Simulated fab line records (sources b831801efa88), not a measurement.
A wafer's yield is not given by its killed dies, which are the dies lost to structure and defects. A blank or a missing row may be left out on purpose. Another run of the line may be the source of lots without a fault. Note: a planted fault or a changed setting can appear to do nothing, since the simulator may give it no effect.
A struck lot beside a sound one    flow sky130    43 steps out of a route of 708
Sound: wafers L460.1, L460.2, L460.3. The struck wafers were L470.1, L470.4, L470.5. The cause comes at the end.
For every step that has rows: the tool of each side, followed by ch and its chambers, followed by its first start. Under that, the readings that differ: sound wafers    struck wafers    difference of the means    sigmas: that difference in standard deviations of wafers without a fault.
alike: words and numbers the same on both sides, and readings whose means are apart by under 2 such deviations; not compared: readings that were withheld, readings missing a value for some wafer, numbers with overlapping values and no deviation given by the record, and bounds like >300 which may hide the same value.
A row with sigmas, a row that says differs or no value, or rows on one side alone: a step with any of these is where the two part. When numbers do not overlap yet have no deviation, they are printed without sigmas and do not part them. A reading missing from all wafers of one side parts the sides only when that side holds two or more wafers.

first, 1 step without rows for these wafers: SKY_LDD_N_IMPLANT_15.
SKY_LDD_N_STRIP_16: strips in O2/N2.
  sound on plasma asher-03 ch 0,1, day 20 03:14; struck on plasma asher-03 ch 0,1, day 23 20:48
  alike: drypump motor current A, oes product au, strip time to endpoint s
  not compared: rf hours counter h
SKY_LDD_N_TW_MEAS_17:
  sound on film metro-02, day 20 03:20; struck on film metro-02, day 23 20:54
reading   sound           struck          difference  sigmas
LDD_N_TW  2635 2643 2621  2594 2601 2597  -36         -2
then, 7 steps without rows for these wafers: SKY_LDD_P_DEHYDRATE_00 (time 60 s); SKY_LDD_P_HMDS_01 (prime time 60 s); SKY_LDD_P_COAT_02 (resist thk 1140 nm); SKY_LDD_P_SOFTBAKE_03 (time 60 s); SKY_LDD_P_EXPOSE_04 (exposes mask PSDM, target cd 380 nm); SKY_LDD_P_PEB_05; SKY_LDD_P_DEVELOP_06 (develop time 60 s).
SKY_LDD_P_CD_MEAS_07: target cd 380 nm.
  sound on cd sem-02, day 21 09:48; struck on cd sem-01, day 25 03:18
  alike: cd nm
SKY_LDD_P_OVL_MEAS_08:
  sound on overlay-01, day 21 09:55; struck on overlay-02, day 25 03:25
  alike: LDD_P_OVL
SKY_LDD_P_IMPLANT_09:
  sound on implanter-04 ch 0, day 21 09:57; struck on implanter-02 ch 0, day 25 03:28
  alike: beam energy keV, faraday current uA
SKY_LDD_P_STRIP_10: strips in O2/N2.
  sound on plasma asher-01 ch 0,1, day 21 10:06; struck on plasma asher-01 ch 0,1, day 25 03:37
  alike: drypump motor current A, oes product au, strip time to endpoint s
  not compared: rf hours counter h
SKY_LDD_P_TW_MEAS_11:
  sound on film metro-01, day 21 10:12; struck on film metro-02, day 25 03:43
  alike: LDD_P_TW
then, 7 steps without rows for these wafers: SKY_LDD_HVN_DEHYDRATE_00 (time 60 s); SKY_LDD_HVN_HMDS_01 (prime time 60 s); SKY_LDD_HVN_COAT_02 (resist thk 300 nm); SKY_LDD_HVN_SOFTBAKE_03 (time 60 s); SKY_LDD_HVN_EXPOSE_04 (exposes mask HVNTM, target cd 700 nm); SKY_LDD_HVN_PEB_05; SKY_LDD_HVN_DEVELOP_06 (develop time 60 s).
SKY_LDD_HVN_OVL_MEAS_07:
  sound on overlay-02, day 22 17:22; struck on overlay-01, day 26 09:15
  alike: LDD_HVN_OVL
then, 1 step without rows for these wafers: SKY_LDD_HVN_IMPLANT_08.
SKY_LDD_HVN_STRIP_09: strips in O2/N2.
  sound on plasma asher-02 ch 0,1, day 22 17:33; struck on plasma asher-01 ch 0,1, day 26 09:26
  alike: drypump motor current A, oes product au, strip time to endpoint s
  not compared: rf hours counter h
SKY_LDD_HVN_TW_MEAS_10:
  sound on film metro-03, day 22 17:39; struck on film metro-04, day 26 09:32
  alike: LDD_HVN_TW
then, 7 steps without rows for these wafers: SKY_LDD_HVP_DEHYDRATE_00 (time 60 s); SKY_LDD_HVP_HMDS_01 (prime time 60 s); SKY_LDD_HVP_COAT_02 (resist thk 300 nm); SKY_LDD_HVP_SOFTBAKE_03 (time 60 s); SKY_LDD_HVP_EXPOSE_04 (exposes mask HVPTM, target cd 700 nm); SKY_LDD_HVP_PEB_05; SKY_LDD_HVP_DEVELOP_06 (develop time 60 s).
SKY_LDD_HVP_OVL_MEAS_07:
  sound on overlay-01, day 24 00:04; struck on overlay-02, day 27 15:40
  alike: LDD_HVP_OVL
then, 1 step without rows for these wafers: SKY_LDD_HVP_IMPLANT_08.
SKY_LDD_HVP_STRIP_09: strips in O2/N2.
  sound on plasma asher-03 ch 0,1, day 24 00:15; struck on plasma asher-02 ch 1, day 27 15:51
reading                      sound        struck       difference  sigmas
drypump motor current A (A)  5.2 5.3 5.2  6.1 6.1 6.1  +0.9        +2
  alike: oes product au, strip time to endpoint s
  not compared: rf hours counter h
SKY_LDD_HVP_TW_MEAS_10:
  sound on film metro-04, day 24 00:21; struck on film metro-02, day 27 15:57
  alike: LDD_HVP_TW
then, 5 steps without rows for these wafers: SKY_LDD_LDN_DEHYDRATE_00 (time 60 s); SKY_LDD_LDN_HMDS_01 (prime time 60 s); SKY_LDD_LDN_COAT_02 (resist thk 1140 nm); SKY_LDD_LDN_SOFTBAKE_03 (time 60 s); SKY_LDD_LDN_EXPOSE_04 (exposes mask LDNTM, target cd 700 nm).
-- record jumps: 23 days separate the struck wafers' starts on either side; left off in module LDD_LDN, taken up again in module PAD_OPEN, whose first shown step is the route's number 708 --
SKY_PAD_OPEN_PROBE_99:
  sound on prober-01, day 48 00:13; struck on prober-01, day 50 07:56
reading                                      sound                      struck                  difference  sigmas
model.etest.tip p.rs ohm sq range            196.2 99.04 198.2          1574 1489 1462          +1344       
model.etest.tip p.rs ohm sq rim less centre  -43.83 4.833 -15.3         255.6 400.7 246.9       +319.2      
model.etest.pfet_01v8.vt v range             0.01428 0.007756 0.007781  0.0296 0.02866 0.02188  +0.0168     
  alike: killed_at_M0_to_M3, killed_at_M4_up, killed at contacts, killed at front end, killed at other, killed dies, killed open, killed short
  not compared: model.etest.pfet_01v8.drive ua um range

## WHERE THEY PART
Last at SKY_LDD_HVP_STRIP_09 as far as this record goes, first at SKY_LDD_N_TW_MEAS_17. Later steps at which nothing parts them and some readings are alike: SKY_LDD_HVP_TW_MEAS_10, SKY_PAD_OPEN_PROBE_99.

WHY: what the simulator had put in
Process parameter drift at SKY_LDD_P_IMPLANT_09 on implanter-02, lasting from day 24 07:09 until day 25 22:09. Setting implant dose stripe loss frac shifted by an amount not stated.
